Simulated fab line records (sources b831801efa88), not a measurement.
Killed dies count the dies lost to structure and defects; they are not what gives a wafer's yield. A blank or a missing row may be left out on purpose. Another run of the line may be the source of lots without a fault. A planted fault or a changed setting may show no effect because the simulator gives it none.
fab line records | flow sfq-line | part 2 of 2: steps 29 to 40 of 40
record: lots: 5 wafers: 15 last-day: 85
route steps=325 shown R5@220 I5@228 C5@240 M6@251
lots with no fault: from the same line, run without faults
start-h: hours from the record's opening day to when the first of the lot's shown wafers began | wait-h: time in hours since the lot's previous step | " same as the row above | L1.1+2: a single row standing in for several wafers | - either no value or no given start | * or withheld: withheld | < > ~ a bound
route shown NAME@n: NAME is a module with steps in the file, n the number in the route of the first one | usual: mean and standard deviation over wafers with no fault | same: alike in all rows | chamber/n: place in a boat | sites: readings site by site | _std_site: standard deviation across them | _edge_site: the outer-site mean with the inner-site mean subtracted | radius-mm: for every site, how far away it sits from the centre of the wafer | mask NAME#n: copy n | behind: tool/chamber where the wafer was last shaped | hold: the reason the lot was held/the length of the hold in hours/how it ended | device: the n, p or np transistor that did not switch | end of line: tests run on the same wafers once the route is complete | step lacking rows: just its recipe | killed: dies that structure and defects cost at the first sort, which is not the same as the wafer's yield | map: shows each die of a wafer: x if killed, . if not, _ if none is there
set.NAME: setting as actually run; set.NAME@STEP: the setting as run at that earlier step | model.NAME: the simulator's own value behind a step, which no gauge read
lots seen at some steps along the route; tables by step, rows by wafer
services: when a tool's chamber went out of use (start-h, in hours from the record's first day, below 0 if earlier), for how many hours, and the reason
== steps ==
step: SFQ_TRILAYER_C5_ETCH_VIA_ETCH_154
recipe: target: SiO2 mask-material: PR chemistry: CHF3 target-depth-nm: 84 source-w: 500 bias-w: 80 pressure-mtorr: 30 time-s: withheld stop-on: Nb
usual: drypump-motor-current-A: 5.7/0.64 oes-product-au: 0.896/0.0098
columns lot.wafer tool chamber start-h wait-h drypump-motor-current-A oes-product-au
L076.1 rie-diel-04 2 1682.64 0.0 5.5 0.874
L076.2 " 3 " " 6.6 0.884
L076.4 " 1 " " 5.3 0.892
L078.4 rie-diel-04 1 1685.79 0.0 5.3 0.910
L078.5 " 0 " " 5.3 0.911
L078.6 " 3 " " 6.6 0.907
L079.1 rie-diel-02 0 1693.09 0.0 5.9 0.889
L079.4 " 3 " " 5.7 0.898
L079.6 " 0 " " 5.8 0.903
L081.3 rie-diel-01 1 1696.89 0.0 4.8 0.884
L081.4 " 2 " " 6.7 0.894
L081.5 " 2 " " 6.7 0.885
L087.4 rie-diel-01 1 1708.29 0.0 4.8 0.905
L087.5 " 2 " " 6.8 0.901
L087.6 " 1 " " 4.8 0.894
step: SFQ_TRILAYER_C5_STRIP_STRIP_155
recipe: gas: O2 power-w: 200 platen-temp-c: 40 overash-fraction: 0.65 chemistry: O2 pressure-mtorr: 50
usual: drypump-motor-current-A: 5.9/0.31 oes-product-au: 0.999/0.0085
columns lot.wafer tool chamber start-h wait-h drypump-motor-current-A oes-product-au rf-hours-counter-h
L076.1 rie-metal-04 1 1682.69 - 5.9 1.000 108
L076.2 " 0 " " 5.8 0.992 122
L076.4 " 1 " " 5.9 0.996 -
L078.4 rie-metal-04 0 1686.04 - 5.8 0.987 -
L078.5 " 0 " " 5.8 0.992 -
L078.6 " 1 " " 5.9 0.994 -
L079.1 rie-metal-04 0 1693.14 - 5.8 0.992 124
L079.4 " 1 " " 6.0 1.000 -
L079.6 " 1 " " 5.9 0.997 -
L081.3 rie-metal-04 0 1697.14 - 5.8 0.989 -
L081.4 " 1 " " 5.9 1.001 -
L081.5 " 0 " " 5.8 0.986 -
L087.4 rie-metal-04 0 1708.54 - 5.8 0.994 -
L087.5 " 1 " " 5.9 0.998 -
L087.6 " 0 " " 5.8 0.991 -
step: SFQ_TRILAYER_C5_STRIP_SOLV_CLEAN_156
recipe: chemistry: NMP temp-c: 70 time-s: 600
usual: temp-c: 70.02/0.12
columns lot.wafer tool chamber start-h wait-h temp-c
L076.1 wet-bench-03 6 1683.29 0.4 69.94
L076.2 " 2 " " 70.05
L076.4 " 7 " " 69.96
L078.4 wet-bench-01 5 1686.44 0.2 70.01
L078.5 " 0 " " 70.11
L078.6 " 2 " " 69.80
L079.1 wet-bench-04 2 1693.74 0.4 69.89
L079.4 " 5 " " 69.71
L079.6 " 7 " " 70.00
L081.3 wet-bench-03 1 1697.54 0.2 70.09
L081.4 " 0 " " 70.04
L081.5 " 3 " " 70.16
L087.4 wet-bench-01 4 1708.94 0.2 70.12
L087.5 " 7 " " 70.08
L087.6 " 5 " " 70.10
step: SFQ_TRILAYER_M6_DEP_PRE_CLEAN_158
recipe: gas: Ar time-s: 22.5 bias-v: 250
columns lot.wafer tool chamber start-h wait-h
L076.1+2+4 pvd-sputter-05 - 1683.47 0.0
L078.4+5+6 pvd-sputter-04 - 1686.79 0.0
L079.1+4+6 pvd-sputter-04 - 1693.92 0.0
L081.3+4+5 pvd-sputter-03 - 1697.72 0.0
L087.4+5+6 pvd-sputter-03 - 1709.11 0.0
step: SFQ_TRILAYER_M6_DEP_SPUTTER_157
recipe: material: Nb base-pressure-pa: 1.33e-06 chamber-pressure-pa: 0.1333 substrate-temp-c: 20 target-thk-nm: 200 power-w: 2000 time-s: 133.3
usual: cathode-dc-power-W: 2000.0/0.32 throttle-valve-pct: 29.5/0.91
columns lot.wafer tool chamber start-h wait-h cathode-dc-power-W throttle-valve-pct
L076.1 pvd-sputter-05 - 1683.50 0.0 1999.4 29.3
L076.2 " - " " 1999.9 30.0
L076.4 " - " " 2000.3 30.1
L078.4 pvd-sputter-04 - 1686.82 0.0 1999.9 30.7
L078.5 " - " " 1999.8 27.5
L078.6 " - " " 2000.1 29.1
L079.1 pvd-sputter-04 - 1693.95 0.0 2000.5 27.5
L079.4 " - " " 1999.7 29.4
L079.6 " - " " 1999.9 30.8
L081.3 pvd-sputter-03 - 1697.75 0.0 2000.1 29.3
L081.4 " - " " 2000.7 28.9
L081.5 " - " " 2000.0 29.1
L087.4 pvd-sputter-03 - 1709.14 0.0 2000.0 29.8
L087.5 " - " " 1999.3 29.3
L087.6 " - " " 1999.1 29.2
step: SFQ_M6_RS_MEAS_938
recipe: thk-meas-gauge: four-point-probe reads: Nb_of_TRILAYER_M6_DEP_SPUTTER_157
usual: M6_NB_RS: 0.889/0.0094
columns lot.wafer tool chamber start-h wait-h M6_NB_RS[ohm/sq]
L076.1 film-metro-02 - 1683.59 0.0 0.890
L076.2 " - " " 0.905
L076.4 " - " " 0.892
L078.4 film-metro-01 - 1686.97 0.1 0.896
L078.5 " - " " 0.900
L078.6 " - " " 0.896
L079.1 film-metro-02 - 1694.04 0.0 0.896
L079.4 " - " " 0.887
L079.6 " - " " 0.892
L081.3 film-metro-01 - 1697.88 0.1 0.896
L081.4 " - " " 0.877
L081.5 " - " " 0.879
L087.4 film-metro-01 - 1709.29 0.1 0.886
L087.5 " - " " 0.893
L087.6 " - " " 0.878
step: SFQ_TRILAYER_M6_LITHO_COAT_164
recipe: resist: BARC spin-rpm: 3000 resist-thk-nm: 62
columns lot.wafer tool chamber start-h wait-h
L076.1+2+4 litho-track-03 0 1683.77 0.1
L078.4+5+6 litho-track-03 0 1687.24 0.2
L079.1+4+6 litho-track-01 0 1694.22 0.1
L081.3+4+5 litho-track-01 0 1698.12 0.1
L087.4+5+6 litho-track-03 0 1709.56 0.2
step: SFQ_TRILAYER_M6_LITHO_COAT_159
recipe: resist: KrF spin-rpm: 3000 resist-thk-nm: 600
columns lot.wafer tool chamber start-h wait-h
L076.1+2+4 litho-track-03 0 1684.07 0.2
L078.4+5+6 litho-track-03 0 1687.54 0.2
L079.1+4+6 litho-track-01 0 1694.52 0.2
L081.3+4+5 litho-track-01 0 1698.42 0.2
L087.4+5+6 litho-track-03 0 1709.86 0.2
step: SFQ_TRILAYER_M6_LITHO_SOFTBAKE_163
recipe: temp-c: withheld time-s: withheld resist: KrF
columns lot.wafer tool chamber start-h wait-h
L076.1+2+4 litho-track-03 0 1684.37 0.2
L078.4+5+6 litho-track-03 0 1687.77 0.2
L079.1+4+6 litho-track-01 0 1694.82 0.2
L081.3+4+5 litho-track-01 0 1698.67 0.2
L087.4+5+6 litho-track-03 0 1710.09 0.2
step: SFQ_TRILAYER_M6_LITHO_EXPOSE_160
recipe: mask-id: M6 na: 0.6 source-shape: conventional sigma-outer: 0.65 target-cd-nm: 500 dose-mj: 14.4
usual: reticle-temp-C: 23.02/0.12
columns lot.wafer tool chamber start-h wait-h mask reticle-temp-C
L076.1 krf-scanner-02 0 1802.76 - M6#0 22.96
L076.2 " 0 " " M6#0 22.98
L076.4 " 0 " " M6#0 23.01
L078.4 krf-scanner-02 0 1808.16 - M6#0 22.95
L078.5 " 0 " " M6#0 22.85
L078.6 " 0 " " M6#0 22.97
L079.1 krf-scanner-02 0 1815.96 - M6#0 23.01
L079.4 " 0 " " M6#0 22.83
L079.6 " 0 " " M6#0 22.76
L081.3 krf-scanner-02 0 1818.76 - M6#0 23.06
L081.4 " 0 " " M6#0 23.13
L081.5 " 0 " " M6#0 23.01
L087.4 krf-scanner-02 0 1828.56 - M6#0 23.00
L087.5 " 0 " " M6#0 23.22
L087.6 " 0 " " M6#0 23.11
step: SFQ_TRILAYER_M6_LITHO_PEB_162
recipe: peb-temp-c: 115 peb-time-s: 60 resist: KrF
columns lot.wafer tool chamber start-h wait-h
L076.1+2+4 litho-track-01 0 1803.96 1.0
L078.4+5+6 litho-track-01 0 1808.83 0.5
L079.1+4+6 litho-track-02 0 1817.16 1.0
L081.3+4+5 litho-track-02 0 1819.61 0.7
L087.4+5+6 litho-track-01 0 1829.23 0.5
step: SFQ_TRILAYER_M6_LITHO_DEVELOP_161
recipe: time-s: 60 resist: KrF
columns lot.wafer tool chamber start-h wait-h
L076.1+2+4 litho-track-01 0 1804.11 0.1
L078.4+5+6 litho-track-01 0 1808.98 0.1
L079.1+4+6 litho-track-02 0 1817.31 0.1
L081.3+4+5 litho-track-02 0 1819.76 0.1
L087.4+5+6 litho-track-01 0 1829.38 0.1
== services ==
columns tool chamber start-h hours kind
krf-scanner-02 - 1533.53 1.0 pm
krf-scanner-02 - 1572.42 1.3 pm
krf-scanner-02 - 1573.72 4.0 pm
krf-scanner-01 - 1583.92 1.3 pm
rie-diel-02 2 1601.43 1.7 repair
rie-diel-02 3 1604.14 4.0 repair
krf-scanner-01 - 1608.18 1.7 repair
krf-scanner-01 - 1615.74 15.0 repair
krf-scanner-01 - 1630.71 1.0 pm
krf-scanner-01 - 1644.71 0.8 pm
rie-metal-04 0 1660.49 6.5 repair
rie-metal-04 1 1662.43 19.2 repair
krf-scanner-02 - 1680.94 0.8 pm
rie-metal-04 - 1695.41 1.2 repair
krf-scanner-02 - 1702.92 1.0 pm
rie-diel-02 3 1724.95 9.0 repair
krf-scanner-02 - 1737.33 0.4 repair
krf-scanner-02 - 1747.46 1.3 pm
rie-diel-02 2 1749.13 8.9 repair
krf-scanner-01 - 1751.03 1.6 repair
krf-scanner-01 - 1759.82 1.3 pm
rie-diel-02 3 1760.70 3.5 repair
rie-diel-02 3 1781.29 8.8 repair
krf-scanner-01 - 1790.93 1.0 pm
